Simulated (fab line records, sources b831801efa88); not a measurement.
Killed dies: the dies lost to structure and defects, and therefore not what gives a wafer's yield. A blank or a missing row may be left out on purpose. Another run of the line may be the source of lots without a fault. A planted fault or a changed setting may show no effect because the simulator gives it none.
fab line records -- flow sfq-line
record: lots: 7, wafers: 21, last-day: 77
route steps=325 shown I7@303 M8@311
lots untouched by any fault: they come from a run of this same line in which no faults occurred
start-h: start of the lot's first displayed wafer, in hours after the record's first day -- wait-h: time in hours since the lot's previous step -- " the same as in the row above -- L1.1+2: one row covering several wafers at once -- - no value present, or no start provided -- * or withheld: withheld -- < > ~ a bound
route shown NAME@n: a module of which the file shows steps, and the number in the route of the first -- usual: the fault-free wafers' mean and standard deviation -- same: alike in all rows -- chamber/n: place in a boat -- sites: the reading at each site -- _std_site: standard deviation of those values -- _edge_site: inner sites' mean taken away from outer sites' mean -- radius-mm: for every site, how far away it sits from the centre of the wafer -- mask NAME#n: copy n -- behind: the last tool/chamber to shape the wafer -- hold: why the lot went on hold/how many hours it stayed there/how the hold came to an end -- device: transistor that didn't switch, given as n, p or np -- end of line: the tests these same wafers got at the end of their route -- a step without rows: its recipe alone -- killed: at the first sort, the dies lost to defects and structure; wafer yield is something else -- map: shows each die of a wafer: x if killed, . if not, _ if none is there
set.NAME: the setting the step ran with; set.NAME@STEP: the setting that earlier step ran with -- model.NAME: the simulator's own value behind a step, which no gauge read
a table for each step, a row for each wafer; lots at some steps of the route
services: a tool's chamber out of use, with start hour (start-h, from the record's first day; less than 0 if before it), hours out, and reason
== steps ==
step: SFQ_TRILAYER_I7_VIA_LITHO_EXPOSE_188
recipe: mask-id: I7, na: 0.6, source-shape: conventional, sigma-outer: 0.65, target-cd-nm: 1000, dose-mj: 21.3
step: SFQ_TRILAYER_I7_VIA_LITHO_PEB_190
recipe: peb-temp-c: 115, peb-time-s: 60, resist: KrF
step: SFQ_TRILAYER_I7_VIA_LITHO_DEVELOP_189
recipe: time-s: 60, resist: KrF
step: SFQ_I7_OVL_MEAS_947
usual: I7_OVL: 1/4.4
lot.wafer,tool,chamber,start-h,wait-h,I7_OVL[nm]
L551.2,overlay-01,-,1695.36,0.1,-2
L551.4,overlay-01,-,1695.36,0.1,10
L551.5,overlay-01,-,1695.36,0.1,4
L555.1,overlay-01,-,1726.64,0.1,6
L555.3,overlay-01,-,1726.64,0.1,4
L555.5,overlay-01,-,1726.64,0.1,1
L556.2,overlay-01,-,1730.25,0.1,-5
L556.3,overlay-01,-,1730.25,0.1,-2
L556.4,overlay-01,-,1730.25,0.1,-9
L557.2,overlay-01,-,1736.25,0.1,-7
L557.3,overlay-01,-,1736.25,0.1,-6
L557.6,overlay-01,-,1736.25,0.1,-7
L558.1,overlay-01,-,1741.04,0.1,-6
L558.5,overlay-01,-,1741.04,0.1,-1
L558.6,overlay-01,-,1741.04,0.1,-5
L564.1,overlay-02,-,1763.13,0.1,3
L564.2,overlay-02,-,1763.13,0.1,5
L564.3,overlay-02,-,1763.13,0.1,-4
L565.1,overlay-02,-,1768.77,0.1,6
L565.3,overlay-02,-,1768.77,0.1,8
L565.4,overlay-02,-,1768.77,0.1,5
step: SFQ_TRILAYER_I7_VIA_BARC_OPEN_VIA_ETCH_260
recipe: mask-material: PR, chemistry: O2, target-depth-nm: 125, target: BARC, source-w: 500, bias-w: 80, pressure-mtorr: 30, time-s: 41.7
usual: drypump-motor-current-A: 5.85/0.27, oes-product-au: 0.685/0.0044, rf-fwd-power-W: 494.3/2.3
same: time-s: 41.7
lot.wafer,tool,chamber,start-h,wait-h,drypump-motor-current-A,oes-product-au,rf-fwd-power-W,rf-hours-counter-h
L551.2,rie-diel-04,0,1695.39,0.0,5.72,0.686,496.9,20
L551.4,rie-diel-04,1,1695.39,0.0,5.80,0.681,491.4,21
L551.5,rie-diel-04,3,1695.39,0.0,5.82,0.687,495.7,-
L555.1,rie-diel-01,0,1726.68,0.0,4.75,0.691,500.0,0
L555.3,rie-diel-01,3,1726.68,0.0,5.75,0.687,493.9,2
L555.5,rie-diel-01,2,1726.68,0.0,6.10,0.688,495.3,-
L556.2,rie-diel-04,3,1730.28,0.0,5.80,0.679,496.4,23
L556.3,rie-diel-04,1,1730.28,0.0,5.77,0.681,493.9,22
L556.4,rie-diel-04,2,1730.28,0.0,5.86,0.678,493.2,12
L557.2,rie-diel-02,2,1736.28,0.0,6.16,0.687,493.5,1
L557.3,rie-diel-02,3,1736.28,0.0,5.79,0.693,493.1,1
L557.6,rie-diel-02,0,1736.28,0.0,6.00,0.687,489.7,-
L558.1,rie-diel-02,0,1741.08,0.0,6.02,0.693,490.4,19
L558.5,rie-diel-02,2,1741.08,0.0,6.15,0.683,494.5,-
L558.6,rie-diel-02,3,1741.08,0.0,5.81,0.690,491.3,-
L564.1,rie-diel-02,2,1763.17,0.0,6.15,0.684,491.8,2
L564.2,rie-diel-02,3,1763.17,0.0,5.80,0.692,493.8,2
L564.3,rie-diel-02,1,1763.17,0.0,6.10,0.683,495.1,3
L565.1,rie-diel-02,2,1768.80,0.0,6.16,0.688,492.5,2
L565.3,rie-diel-02,3,1768.80,0.0,5.80,0.686,490.8,2
L565.4,rie-diel-02,1,1768.80,0.0,6.11,0.682,496.3,3
step: SFQ_TRILAYER_I7_VIA_ETCH_VIA_ETCH_190
recipe: target: SiO2, stop-on: Nb, mask-material: PR, taper-deg: 20, chemistry: CHF3, target-depth-nm: 260, source-w: 500, bias-w: 80, pressure-mtorr: 30, time-s: withheld
usual: drypump-motor-current-A: 5.85/0.26, oes-product-au: 0.854/0.0059, rf-fwd-power-W: 497.9/1.6
lot.wafer,tool,chamber,start-h,wait-h,drypump-motor-current-A,oes-product-au,rf-fwd-power-W
L551.2,rie-diel-04,0,1695.43,0.0,5.71,0.842,497.6
L551.4,rie-diel-04,1,1695.43,0.0,5.80,0.855,499.7
L551.5,rie-diel-04,3,1695.43,0.0,5.83,0.851,498.1
L555.1,rie-diel-01,0,1726.72,0.0,4.79,0.851,499.6
L555.3,rie-diel-01,3,1726.72,0.0,5.75,0.853,499.1
L555.5,rie-diel-01,2,1726.72,0.0,6.10,0.850,495.7
L556.2,rie-diel-04,3,1730.32,0.0,5.84,0.852,497.7
L556.3,rie-diel-04,1,1730.32,0.0,5.83,0.860,500.5
L556.4,rie-diel-04,2,1730.32,0.0,5.87,0.858,495.6
L557.2,rie-diel-02,2,1736.32,0.0,6.14,0.856,497.9
L557.3,rie-diel-02,3,1736.32,0.0,5.78,0.855,498.2
L557.6,rie-diel-02,0,1736.32,0.0,5.98,0.854,496.9
L558.1,rie-diel-02,0,1741.12,0.0,6.04,0.866,497.6
L558.5,rie-diel-02,2,1741.12,0.0,6.18,0.844,495.9
L558.6,rie-diel-02,3,1741.12,0.0,5.76,0.847,495.5
L564.1,rie-diel-02,2,1763.21,0.0,6.17,0.861,496.1
L564.2,rie-diel-02,3,1763.21,0.0,5.76,0.859,497.0
L564.3,rie-diel-02,1,1763.21,0.0,6.11,0.854,499.8
L565.1,rie-diel-02,2,1768.84,0.0,6.15,0.852,497.8
L565.3,rie-diel-02,3,1768.84,0.0,5.83,0.851,499.2
L565.4,rie-diel-02,1,1768.84,0.0,6.09,0.850,498.7
step: SFQ_TRILAYER_I7_VIA_STRIP_STRIP_191
recipe: gas: O2, power-w: 200, platen-temp-c: 40, overash-fraction: 0.65, chemistry: O2, pressure-mtorr: 50
usual: drypump-motor-current-A: 5.7/0.42, oes-product-au: 1.009/0.012
lot.wafer,tool,chamber,start-h,wait-h,drypump-motor-current-A,oes-product-au,rf-hours-counter-h
L551.2,rie-metal-04,1,1695.54,-,5.9,1.007,12
L551.4,rie-metal-04,0,1695.54,-,6.0,1.017,-
L551.5,rie-metal-04,0,1695.54,-,6.0,1.025,-
L555.1,rie-metal-03,1,1726.83,-,5.3,1.007,34
L555.3,rie-metal-03,0,1726.83,-,5.1,1.024,-
L555.5,rie-metal-03,1,1726.83,-,5.3,1.008,-
L556.2,rie-metal-04,0,1730.43,-,6.0,1.021,38
L556.3,rie-metal-04,1,1730.43,-,5.8,1.003,-
L556.4,rie-metal-04,0,1730.43,-,6.0,1.017,-
L557.2,rie-metal-04,0,1736.43,-,6.0,1.013,39
L557.3,rie-metal-04,1,1736.43,-,5.8,1.014,-
L557.6,rie-metal-04,1,1736.43,-,5.8,1.008,-
L558.1,rie-metal-03,1,1741.23,-,5.3,1.006,36
L558.5,rie-metal-03,0,1741.23,-,5.1,1.014,-
L558.6,rie-metal-03,1,1741.23,-,5.3,1.012,-
L564.1,rie-metal-02,0,1763.32,-,6.3,1.012,94
L564.2,rie-metal-02,1,1763.32,-,5.6,1.005,112
L564.3,rie-metal-02,1,1763.32,-,5.6,0.998,-
L565.1,rie-metal-02,1,1768.95,-,5.6,0.991,112
L565.3,rie-metal-02,1,1768.95,-,5.6,0.996,-
L565.4,rie-metal-02,0,1768.95,-,6.3,0.997,-
step: SFQ_TRILAYER_I7_VIA_STRIP_SOLV_CLEAN_192
recipe: chemistry: NMP, temp-c: 70, time-s: 600
step: SFQ_TRILAYER_M8_LITHO_LOR_COAT_197
recipe: resist: lift-off, spin-rpm: 3000
step: SFQ_TRILAYER_M8_LITHO_LOR_BAKE_198
recipe: resist: lift-off, temp-c: withheld, time-s: withheld
step: SFQ_TRILAYER_M8_LITHO_COAT_193
recipe: resist: KrF, spin-rpm: 3000, resist-thk-nm: 600
step: SFQ_TRILAYER_M8_LITHO_SOFTBAKE_199
recipe: temp-c: withheld, time-s: withheld, resist: KrF
step: SFQ_TRILAYER_M8_LITHO_EXPOSE_194
recipe: mask-id: M8, na: 0.6, source-shape: conventional, sigma-outer: 0.65, target-cd-nm: 2000, dose-mj: 14.4
usual: exposure-dose-mJ-cm2: 14.401/0.014, focus-offset-nm: 0.0/0.56, sigma-outer: 0.65/0, stage-vel-mm-s: 499.98/0.24
lot.wafer,tool,chamber,start-h,wait-h,mask,exposure-dose-mJ-cm2,focus-offset-nm,sigma-outer,stage-vel-mm-s
L551.2,krf-scanner-02,0,1707.34,-,M8#0,14.433,0.3,0.65,500.22
L551.4,krf-scanner-02,0,1707.34,-,M8#0,14.399,0.4,0.65,499.77
L551.5,krf-scanner-02,0,1707.34,-,M8#0,14.420,0.2,0.65,499.94
L555.1,krf-scanner-02,0,1731.24,-,M8#0,14.396,0.6,0.65,499.73
L555.3,krf-scanner-02,0,1731.24,-,M8#0,14.408,0.2,0.65,499.87
L555.5,krf-scanner-02,0,1731.24,-,M8#0,14.379,0.6,0.65,500.05
L556.2,krf-scanner-02,-,1735.04,-,M8#0,-,-,-,-
L556.3,krf-scanner-02,-,1735.04,-,M8#0,-,-,-,-
L556.4,krf-scanner-02,-,1735.04,-,M8#0,-,-,-,-
L557.2,krf-scanner-02,-,1745.06,-,M8#0,-,-,-,-
L557.3,krf-scanner-02,-,1745.06,-,M8#0,-,-,-,-
L557.6,krf-scanner-02,-,1745.06,-,M8#0,-,-,-,-
L558.1,krf-scanner-02,-,1749.68,-,M8#0,-,-,-,-
L558.5,krf-scanner-02,-,1749.68,-,M8#0,-,-,-,-
L558.6,krf-scanner-02,-,1749.68,-,M8#0,-,-,-,-
L564.1,krf-scanner-01,0,1834.27,-,M8#0,14.387,1.2,0.65,500.18
L564.2,krf-scanner-01,0,1834.27,-,M8#0,14.379,0.1,0.65,500.48
L564.3,krf-scanner-01,0,1834.27,-,M8#0,14.401,0.3,0.65,500.46
L565.1,krf-scanner-01,0,1839.07,-,M8#0,14.371,-0.3,0.65,500.00
L565.3,krf-scanner-01,0,1839.07,-,M8#0,14.375,0.2,0.65,500.04
L565.4,krf-scanner-01,0,1839.07,-,M8#0,14.379,0.3,0.65,500.14
step: SFQ_TRILAYER_M8_LITHO_PEB_196
recipe: peb-temp-c: 115, peb-time-s: 60, resist: KrF
== services ==
tool,chamber,start-h,hours,kind
krf-scanner-02,-,1676.39,0.8,pm
rie-diel-01,-,1676.61,0.2,repair
krf-scanner-01,-,1716.78,3.6,pm
krf-scanner-02,-,1721.54,1.3,pm
krf-scanner-02,-,1737.24,4.0,pm
rie-diel-01,1,1747.35,16.1,repair
krf-scanner-02,-,1749.45,0.2,repair
krf-scanner-02,-,1753.28,3.6,pm
krf-scanner-01,-,1757.54,7.2,pm
krf-scanner-02,-,1763.61,5.8,repair
rie-diel-01,0,1764.84,1.3,repair
krf-scanner-01,-,1769.67,0.8,pm
krf-scanner-02,-,1770.79,0.7,repair
rie-diel-02,1,1776.28,3.2,repair
rie-diel-04,1,1781.06,-,clean
rie-diel-04,1,1781.06,17.8,scheduled-down
rie-diel-04,1,1781.06,17.8,vent-cycle
krf-scanner-01,-,1784.82,1.0,pm
rie-diel-04,3,1785.77,10.5,repair
krf-scanner-01,-,1797.98,0.2,repair
rie-diel-02,2,1798.16,13.2,repair
rie-diel-01,-,1806.52,2.8,pm
rie-diel-01,3,1816.09,5.7,repair
krf-scanner-02,-,1819.74,1.0,pm
== key ==
first-sign: step: SFQ_TRILAYER_M8_LITHO_EXPOSE_194, reading: tool-record, direction: missing
effect none on later readings
met-at SFQ_TRILAYER_M8_LITHO_EXPOSE_194
struck-wafers L556.2,L556.3,L556.4,L557.2,L557.3,L557.6,L558.1,L558.5,L558.6
onset-between 1731.24 1735.04
fault: kind: skipped-step-whole, tool: krf-scanner-02, chamber: -, onset-h: 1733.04, steps: SFQ_TRILAYER_M8_LITHO_EXPOSE_194, scope: struck-lots-only
